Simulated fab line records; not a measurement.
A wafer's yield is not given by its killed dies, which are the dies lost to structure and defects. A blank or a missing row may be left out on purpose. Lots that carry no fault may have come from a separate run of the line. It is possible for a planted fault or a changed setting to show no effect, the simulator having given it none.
Which tool did it? -- flow gf180mcu -- 36 wafers from 12 lots sampled at 6 of the route's 602 steps

== WHAT THE GAUGES READ, wafer by wafer ==
GF_NWELL_OVL_MEAS_07. Usual: NWELL_OVL typically reads -0.2 nm, with standard deviation 1.5.
lot,measured,on,NWELL_OVL (nm),flag
L156,day 3 09:53,overlay-01,-0.8 -0.6 -0.4,
L157,day 3 11:51,overlay-02,1.1 -0.2 -1.8,
L158,day 3 17:37,overlay-01,0.5 -0.8 -0.1,
L162,day 4 17:08,overlay-02,-2.1 -3.4 -1.8,
L168,day 6 00:28,overlay-02,- - -,OFF
L171,day 6 19:08,overlay-02,-1.3 0.1 -2.8,
L172,day 6 23:01,overlay-01,1.2 0.4 1.3,
L173,day 7 04:01,overlay-01,-1.3 -0.9 -0.7,
L174,day 7 08:59,overlay-01,-0.4 0.7 -0.6,
L175,day 7 13:19,overlay-02,0.1 2.7 3.4,
L177,day 8 01:04,overlay-01,-1.4 0.0 0.2,
L179,day 8 11:52,overlay-02,-2.5 -3.0 -1.7,

GF_NWELL_TW_MEAS_11. Usual: NWELL_TW typically reads 1570, with standard deviation 15.
lot,measured,on,NWELL_TW,flag
L156,day 3 10:19,film metro-04,1548 1546 1550,
L157,day 3 12:17,film metro-03,1582 1572 1578,
L158,day 3 18:07,film metro-02,1571 1583 1576,
L162,day 4 17:34,film metro-02,1573 1582 1586,
L168,day 6 00:55,film metro-03,30 30 30 30 30 30,OFF
L171,day 6 19:35,film metro-02,1585 1588 1581,
L172,day 6 23:28,film metro-02,1581 1589 1590,
L173,day 7 04:31,film metro-03,1560 1560 1563,
L174,day 7 09:25,film metro-02,1596 1590 1591,
L175,day 7 13:45,film metro-04,1541 1547 1556,
L177,day 8 01:31,film metro-02,1586 1581 1586,
L179,day 8 12:19,film metro-03,1568 1560 1559,

GF_POLY_GATE_THK_MEAS_01. Usual: POLY_GATE_CVD_00_THK typically reads 200.3 nm, with standard deviation 1.7.
lot,measured,on,POLY_GATE_CVD_00_THK (nm),flag
L156,day 8 12:22,film metro-04,199.9 197.6 199.6,
L157,day 8 16:57,film metro-03,199.4 199.8 198.9,
L158,day 8 22:41,film metro-01,199.6 199.4 201.0,
L162,day 10 07:21,film metro-01,198.6 201.7 201.3,
L171,day 12 21:54,film metro-04,195.6 196.7 196.2,
L172,day 13 02:24,film metro-03,202.4 203.4 202.3,
L173,day 13 09:32,film metro-01,200.1 200.6 200.6,
L174,day 13 14:55,film metro-01,203.0 202.2 200.2,
L175,day 13 22:34,film metro-01,201.3 201.3 200.7,
L177,day 14 13:00,film metro-04,199.2 199.2 200.4,
L179,day 15 03:19,film metro-03,200.0 200.7 198.7,

== TOOL THAT RAN EACH LOT (tool first, then ch and the chambers of the sampled wafers, then the start) ==
lot,GF_NWELL_EXPOSE_04,GF_VT_IMPLANT_STRIP_31,GF_VT_IMPLANT_RTA_45
L156,"iline stepper-02 ch 0, day 3 03:37","plasma asher-02 ch 0,1, day 6 22:47","rtp anneal-02 ch 0, day 7 14:39"
L157,"iline stepper-02 ch 0, day 3 06:05","plasma asher-02 ch 0,1, day 7 02:32","rtp anneal-02 ch 0, day 7 18:09"
L158,"iline stepper-01 ch 0, day 3 11:25","plasma asher-03 ch 0,1, day 7 07:55","rtp anneal-02 ch 0, day 7 23:59"
L162,"iline stepper-01 ch 0, day 4 10:50","plasma asher-01 ch 0,1, day 8 14:29","rtp anneal-01 ch 0, day 9 08:06"
L168,"iline stepper-02 ch 0, day 5 17:36",-,-
L171,"iline stepper-01 ch 0, day 6 11:38","plasma asher-03 ch 0,1, day 11 00:10","rtp anneal-02 ch 0, day 11 19:26"
L172,"iline stepper-02 ch 0, day 6 15:17","plasma asher-02 ch 0,1, day 11 05:42","rtp anneal-01 ch 0, day 12 00:48"
L173,"iline stepper-02 ch 0, day 6 21:01","plasma asher-02 ch 0,1, day 11 12:40","rtp anneal-01 ch 0, day 12 08:06"
L174,"iline stepper-02 ch 0, day 7 01:38","plasma asher-03 ch 0,1, day 11 17:55","rtp anneal-02 ch 0, day 12 13:26"
L175,"iline stepper-02 ch 0, day 7 05:41","plasma asher-01 ch 0,1, day 11 22:44","rtp anneal-02 ch 0, day 12 18:44"
L177,"iline stepper-02 ch 0, day 7 17:28","plasma asher-01 ch 0, day 12 14:09","rtp anneal-02 ch 0, day 13 10:16"
L179,"iline stepper-01 ch 0, day 8 03:44","plasma asher-03 ch 0,1, day 13 03:01","rtp anneal-02 ch 0, day 13 23:50"
- GF_NWELL_EXPOSE_04: exposes mask Nwell, target cd 860 nm.
- GF_VT_IMPLANT_STRIP_31: strips in O2/N2.
- GF_VT_IMPLANT_RTA_45: time 30 s.

== WHAT THE TOOLS THEMSELVES READ (means of the sampled wafers that have a number; where no wafer has one, the mark that the record gives instead) ==
GF_VT_IMPLANT_STRIP_31. Usual: chamber pressure mTorr 1499.9 mTorr, standard deviation 1.4; drypump motor current A 5.7 A, standard deviation 0.42; heater power w 327 W, standard deviation 22; oes product au 0.717 a.u., standard deviation 0.0045; strip time to endpoint s 12.62 s, standard deviation 0.043.
lot,tool,chamber pressure mTorr (mTorr),drypump motor current A (A),heater power w (W),oes product au (a.u.),strip time to endpoint s (s),flag
L156,plasma asher-02,1500.2,5.7,326,0.714,12.58,
L157,plasma asher-02,1499.9,5.9,323,0.717,12.63,
L158,plasma asher-03,1499.9,5.7,320,0.715,12.60,
L162,plasma asher-01,1499.1,5.8,322,0.718,12.61,
L171,plasma asher-03,1501.0,5.3,318,0.719,12.60,
L172,plasma asher-02,1498.1,5.7,326,0.718,12.64,
L173,plasma asher-02,1500.5,5.9,311,0.718,12.59,
L174,plasma asher-03,1500.4,5.6,328,0.719,12.64,
L175,plasma asher-01,1500.5,5.9,346,0.721,12.59,
L177,plasma asher-01,1499.6,5.8,302,0.712,12.58,
L179,plasma asher-03,1497.9,5.3,320,0.717,12.64,

GF_VT_IMPLANT_RTA_45. Usual: lamp power pct 42.5 %, standard deviation 1.2; wafer_temp_C_max 1055.0, standard deviation 1.8.
lot,tool,lamp power pct (%),wafer_temp_C_max,flag
L156,rtp anneal-02,43.5,1056.0,
L157,rtp anneal-02,43.5,1057.0,
L158,rtp anneal-02,43.5,1055.4,
L162,rtp anneal-01,41.2,1053.7,
L171,rtp anneal-02,43.5,1055.7,
L172,rtp anneal-01,41.2,1053.1,
L173,rtp anneal-01,41.2,1052.6,
L174,rtp anneal-02,43.6,1055.5,
L175,rtp anneal-02,43.5,1055.8,
L177,rtp anneal-02,43.5,1056.6,
L179,rtp anneal-02,43.5,1054.6,

== THE ANSWER, worked out from the rows above alone ==
Rule: lot off if the mean of its wafers having a number is beyond 3 standard deviations from the usual mean. A lot without any number at a reading at which 4 lots or more have one is off too. All remaining lots with rows at the step are treated as sound. After the gauges, taken in route order, come the tools' own readings; for these a lot's mean is taken, as printed above. At the first step where some lot is off, the reading lying furthest off is the one used; lots without a number count as furthest.
Off: L168, at GF_NWELL_OVL_MEAS_07 (NWELL_OVL). Without a number there: L168.
If a tool, at a process step before that reading, ran all the lots that are off and no sound lot after the first of them, it fits. Not tried: the gauges at GF_NWELL_OVL_MEAS_07; whatever is off there is also off at GF_NWELL_TW_MEAS_11, on other tools, and gauge error can't account for it. None of those tried fits.

== WHAT WAS PUT IN BY THE SIMULATOR ==
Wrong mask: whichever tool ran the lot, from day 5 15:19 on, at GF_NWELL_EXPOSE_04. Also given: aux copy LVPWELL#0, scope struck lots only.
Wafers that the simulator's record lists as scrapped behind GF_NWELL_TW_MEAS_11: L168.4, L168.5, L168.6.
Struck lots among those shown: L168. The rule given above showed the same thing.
